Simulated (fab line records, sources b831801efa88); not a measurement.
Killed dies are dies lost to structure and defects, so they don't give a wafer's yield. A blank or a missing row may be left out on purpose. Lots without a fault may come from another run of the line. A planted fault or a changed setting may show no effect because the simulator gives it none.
A struck lot beside a sound one | flow sky130 | 19 steps out of a route of 708
Sound: wafers L730.1, L730.3, L730.6. Struck: wafers L736.5, L736.6. (L736.3 of the same lot was not struck and is left out.) The cause comes at the end.
At each step with rows: each side's tool, then ch and its chambers, then its first start. Under that, the readings that differ: sound wafers | struck wafers | difference of the means | sigmas: that difference in standard deviations of wafers without a fault.
alike: readings whose means differ by less than 2 such deviations, and words and numbers that are the same on both sides. not compared: withheld readings, readings that some wafer has no value for, bounds like >300 that may hide the same value, and numbers for which the record gives no deviation and whose values overlap.
The two part at a step that has a row with sigmas, a row that says differs or no value, or rows on one side only. Numbers that don't overlap but have no deviation are shown without sigmas and don't part them. A reading that every wafer of one side lacks parts them only if that side has two wafers or more.

first, 6 steps without rows for these wafers: SKY_VT_ADJUST_PCH_HMDS_01 (prime time 60 s); SKY_VT_ADJUST_PCH_COAT_02 (resist thk 3000 nm); SKY_VT_ADJUST_PCH_SOFTBAKE_03; SKY_VT_ADJUST_PCH_EXPOSE_04 (exposes mask NWM, target cd 840 nm); SKY_VT_ADJUST_PCH_PEB_05; SKY_VT_ADJUST_PCH_DEVELOP_06 (develop time 60 s).
SKY_VT_ADJUST_PCH_OVL_MEAS_07:
  sound on overlay-01, day 11 12:50; struck on overlay-02, day 13 14:23
  reading                | sound       | struck    | difference | sigmas
  VT_ADJUST_PCH_OVL (nm) | 1.8 0.9 1.1 | -1.0 -2.1 | -2.8       | -2
then, 1 step without rows for these wafers: SKY_VT_ADJUST_PCH_IMPLANT_08.
SKY_VT_ADJUST_PCH_STRIP_09: strips in O2/N2.
  sound on plasma_asher-03 ch 0,1, day 11 13:01; struck on plasma_asher-03 ch 0,1, day 13 14:35
  alike: drypump_motor_current_A, oes_product_au, strip_time_to_endpoint_s
  not compared: rf_hours_counter_h
SKY_VT_ADJUST_PCH_TW_MEAS_10:
  sound on film_metro-01, day 11 13:07; struck on film_metro-01, day 13 14:41
  alike: VT_ADJUST_PCH_TW
then, 2 steps without rows for these wafers: SKY_SONOS_TUNNEL_DEHYDRATE_00 (time 60 s); SKY_SONOS_TUNNEL_HMDS_01 (prime time 60 s).
SKY_SONOS_TUNNEL_COAT_02: resist thk 1140 nm.
  sound on litho_track-04 ch 0, day 12 00:41; struck on litho_track-04 ch 0, day 14 02:38
  reading                                           | sound          | struck    | difference | sigmas
  model.NOVOLAK_of_SONOS_TUNNEL_COAT_02.thk_nm (nm) | 1138 1135 1139 | 1167 1173 | +33        |
  alike: exhaust_pa, resist_line_temp_C
then, 3 steps without rows for these wafers: SKY_SONOS_TUNNEL_SOFTBAKE_03 (time 60 s); SKY_SONOS_TUNNEL_EXPOSE_04 (exposes mask TUNM, target cd 410 nm); SKY_SONOS_TUNNEL_PEB_05.
SKY_SONOS_TUNNEL_DEVELOP_06: develop time 60 s.
  sound on litho_track-03 ch 0, day 12 12:29; struck on litho_track-04 ch 0, day 14 15:44
  reading                                           | sound          | struck    | difference | sigmas
  model.NOVOLAK_of_SONOS_TUNNEL_COAT_02.thk_nm (nm) | 1137 1135 1138 | 1166 1173 | +33        |
  alike: exhaust_pa, resist_line_temp_C
SKY_SONOS_TUNNEL_CD_MEAS_07: target cd 410 nm.
  sound on cd_sem-02, day 12 12:38; struck on cd_sem-01, day 14 15:52
  alike: cd_nm
-- the record jumps here: 34 days lie between the struck wafers' starts before and after (it left off in module SONOS_TUNNEL and takes up again in module PAD_OPEN, whose first step shown is number 708 of the route) --
SKY_PAD_OPEN_PROBE_99:
  the record has rows for the struck wafers here (prober-01, day 48 06:36) and none for the sound ones

WHERE THEY PART
First at SKY_VT_ADJUST_PCH_OVL_MEAS_07; last, within this record, at SKY_PAD_OPEN_PROBE_99.

WHY: what the simulator had put in
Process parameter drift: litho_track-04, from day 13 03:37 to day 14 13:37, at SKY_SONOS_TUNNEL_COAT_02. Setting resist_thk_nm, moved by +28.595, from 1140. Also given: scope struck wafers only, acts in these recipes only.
